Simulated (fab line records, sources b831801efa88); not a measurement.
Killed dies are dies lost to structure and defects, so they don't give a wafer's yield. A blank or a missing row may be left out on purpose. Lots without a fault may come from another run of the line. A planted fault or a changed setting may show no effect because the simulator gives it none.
Chamber matching | flow gf180mcu | GF_V3_CVD_00 on hdpcvd-01: 3 sister chambers
The step deposits SiO2, target thk 600 nm, time 100 s. 3 wafers are shown with their chamber, then 10 later ones without.

WAFERS WITH THEIR CHAMBER
wafer  | chamber | sih4_flow_sccm (sccm)
L188.4 | 2       | 60.01
L189.4 | 0       | 60.17
L190.5 | 1       | 60.09

WAFERS WITHOUT THEIR CHAMBER
wafer  | sih4_flow_sccm (sccm)
L190.6 | 59.84
L192.2 | 59.85
L192.4 | 60.18
L192.6 | 59.91
L194.1 | 60.29
L194.5 | 60.11
L194.6 | 59.86
L196.1 | 60.17
L196.3 | 59.95
L196.5 | 60.20

WHICH CHAMBER EACH WENT THROUGH
wafer  | from the rows above          | in truth
L190.6 | can't be placed: 2 or 1 or 0 | 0
L192.2 | can't be placed: 2 or 1 or 0 | 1
L192.4 | can't be placed: 0 or 1 or 2 | 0
L192.6 | can't be placed: 2 or 1 or 0 | 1
L194.1 | can't be placed: 0 or 1 or 2 | 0
L194.5 | can't be placed: 1 or 0 or 2 | 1
L194.6 | can't be placed: 2 or 1 or 0 | 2
L196.1 | can't be placed: 0 or 1 or 2 | 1
L196.3 | can't be placed: 2 or 1 or 0 | 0
L196.5 | can't be placed: 0 or 1 or 2 | 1
Placed correctly: 0 of 10. Can't be placed from these rows: 10 (the true chamber is among the candidates in 10). Placed wrongly: 0.
How it was worked out, from the rows above alone: a wafer's distance from a chamber is the root of the sum, over the readings, of the square of ((its reading less the chamber's mean) divided by the reading's scatter). The wafer belongs to the nearest chamber; if the next one is less than 2 further off, it can't be placed. A chamber's mean is the mean of its shown wafers. The scatter: with one shown wafer a chamber, the root of the mean of the squares of how far each hidden wafer lies from its nearest shown one.
